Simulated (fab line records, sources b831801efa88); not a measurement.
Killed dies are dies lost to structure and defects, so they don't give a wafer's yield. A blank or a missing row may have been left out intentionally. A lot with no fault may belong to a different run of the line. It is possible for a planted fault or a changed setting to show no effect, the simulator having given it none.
Problem report in the 8D (eight disciplines) form, filled by code :: flow gf180mcu :: the parts of the form that need people (team, actions taken, sign-off) are left out

== 1. THE PROBLEM ==
CONTACT_CVD_00_THK at GF_CONTACT_THK_MEAS_01 reads a mean of 451.1 nm on 6 wafers of 2 lots; wafers without a fault read 301.2 nm with a standard deviation of 2.6. Measured from the usual mean, that is +58 standard deviations.
The first sign was on wafer L377.1 at day 19 04:04, on film_metro-04. Wafers with a number at this step in the record: 39, from 13 lots. By rule, "out" or "out of limits" means more than 4 standard deviations away from the usual mean. The rest of the wafers with a number are treated as sound.

== 2. WHAT IT IS, WHAT IT ISN'T ==
question: which readings at this step
is: CONTACT_CVD_00_THK
is not: -

question: which lots
is: L377, L379
is not: L366, L367, L370, L372, L374, L375, L376, L386, L387, L388, L389

question: which wafers of those lots
is: all that have a number
is not: -

question: read on which gauges
is: film_metro-01, film_metro-04
is not: film_metro-02

question: when
is: from day 19 04:04
is not: up to then (21 sound wafers); but 12 sound wafers of L386, L387, L388, L389 came after

== 3. WHAT RULES OUT EACH SUSPECT ==
Counting: a tool at a process step up to the reading stays a suspect if it ran every lot that is out and no sound lot after the first of them.
- the gauge at GF_CONTACT_THK_MEAS_01: ruled out. The wafers that are out were read on 2 gauges (film_metro-01, film_metro-04).
- hdpcvd-02 at GF_CONTACT_CVD_00 (deposits SiO2, target thk 300 nm, time 50 s): ruled out as a lasting fault. Sound lots L387, L388 ran on it after its first lot that is out, L377 (day 19 04:02).
Left after counting: nothing in the record.

== 4. THE CAUSE (what the simulator had put in) ==
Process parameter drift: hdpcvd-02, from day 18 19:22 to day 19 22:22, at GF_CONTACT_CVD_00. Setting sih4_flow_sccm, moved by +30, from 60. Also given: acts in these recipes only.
The count ruled it out by mistake, since the rule takes a fault to strike every lot its tool runs from the start of the fault on, and this one did not do so.

== 5. THE CHAIN OF EFFECTS, in route order ==
Each row: a reading whose mean over the struck wafers that have a number lies more than 3 standard deviations from the usual. Only readings for which the record gives a usual standard deviation are gone through. hours: the time from each lot's start at the first step in this table that gives one to its start at this step, as a median over the lots. sigmas: the change in usual standard deviations.
hours: 0
step: GF_CONTACT_CVD_00
reading: sih4_flow_sccm
usual: 60.00 sccm
on struck wafers: 90.05
change: +30.05
sigmas: +99 or more

hours: 0
step: GF_CONTACT_THK_MEAS_01
reading: CONTACT_CVD_00_THK
usual: 301.2 nm
on struck wafers: 451.1
change: +149.9
sigmas: +58

hours: -
step: GF_CONTACT_ETCH_17
reading: oes_product_au
usual: 0.816 a.u.
on struck wafers: 0.893
change: +0.077
sigmas: +16
Its process steps:
- GF_CONTACT_CVD_00: deposits SiO2, target thk 300 nm, time 50 s.
- GF_CONTACT_ETCH_17: etches SiO2 in C4F8/O2/Ar, stops on CoSi2, target depth 860 nm.

== 6. WHAT WOULD HAVE CAUGHT IT SOONER ==
Counted from the fault's start at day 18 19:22, it took 9 hours until the first out-of-limits reading at a measuring or inspecting step in this record, taken at day 19 04:04.
Tool's own readings at GF_CONTACT_CVD_00, sih4_flow_sccm: out on all struck wafers the step has rows for; an alarm limit on them would have tripped on the first.
